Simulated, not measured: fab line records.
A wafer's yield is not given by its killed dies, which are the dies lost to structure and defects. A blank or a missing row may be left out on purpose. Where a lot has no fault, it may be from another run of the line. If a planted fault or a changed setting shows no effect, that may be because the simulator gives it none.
Chamber matching	flow gf180mcu	GF_V3_CMP_04 on cmp-01 has 4 sister chambers
The step polishes SiO2. 14 wafers are shown with their chamber, then 6 later ones without.

== EACH WAFER AND ITS CHAMBER ==
wafer	chamber	motorCurrentA (A)	timeToEndpointS (s)	edgeZonePressureFrac
L502.2	2	11.9	85	1.004
L502.4	0	11.2	78	0.994
L502.6	2	12.8	89	0.992
L506.1	3	10.2	73	0.999
L506.3	1	12.7	72	0.996
L506.5	1	13.1	76	0.991
L507.2	1	12.5	80	0.994
L507.3	2	11.8	80	1.001
L507.5	3	10.1	81	1.001
L509.1	2	12.4	82	1.002
L509.4	0	11.1	78	1.007
L509.6	3	10.2	84	0.997
L511.3	2	12.1	76	1.002
L511.5	1	12.8	74	0.994

SIGNATURES (averages over the wafers above)
reading	chamber 0	chamber 1	chamber 2	chamber 3	scatter within a chamber
motorCurrentA	11.150	12.775	12.200	10.167	0.293
timeToEndpointS	78.00	75.50	82.40	79.33	4.44
edgeZonePressureFrac	1.00050	0.99375	1.00020	0.99900	0.00441
Rule: for each reading, subtract the chamber's mean from the wafer's reading, divide by that reading's scatter and square the result; add these up over the readings and take the root, which gives the wafer's distance from the chamber. The wafer belongs to the nearest chamber; if the next one is less than 2 further off, it can't be placed. How the scatter is found: for the shown wafers, subtract from each reading the mean of its chamber, square and add these, divide the total by (wafers less chambers), then take the root.

== WAFERS WITH NO CHAMBER GIVEN ==
wafer	motorCurrentA (A)	timeToEndpointS (s)	edgeZonePressureFrac
L511.6	12.5	78	1.002
L512.4	10.5	83	1.005
L512.5	12.5	82	1.000
L512.6	10.7	80	1.007
L513.2	12.9	82	0.992
L513.5	10.3	90	0.989

== EACH ONE'S CHAMBER ==
wafer	from the rows above	in truth
L511.6	can't be placed: 2 or 1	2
L512.4	can't be placed: 3 or 0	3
L512.5	can't be placed: 2 or 1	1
L512.6	can't be placed: 0 or 3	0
L513.2	can't be placed: 1 or 2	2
L513.5	can't be placed: 3 or 0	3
Placed correctly: 0 of 6. Can't be placed from these rows: 6 (the true chamber is among the candidates in 6). 0 placed wrongly.
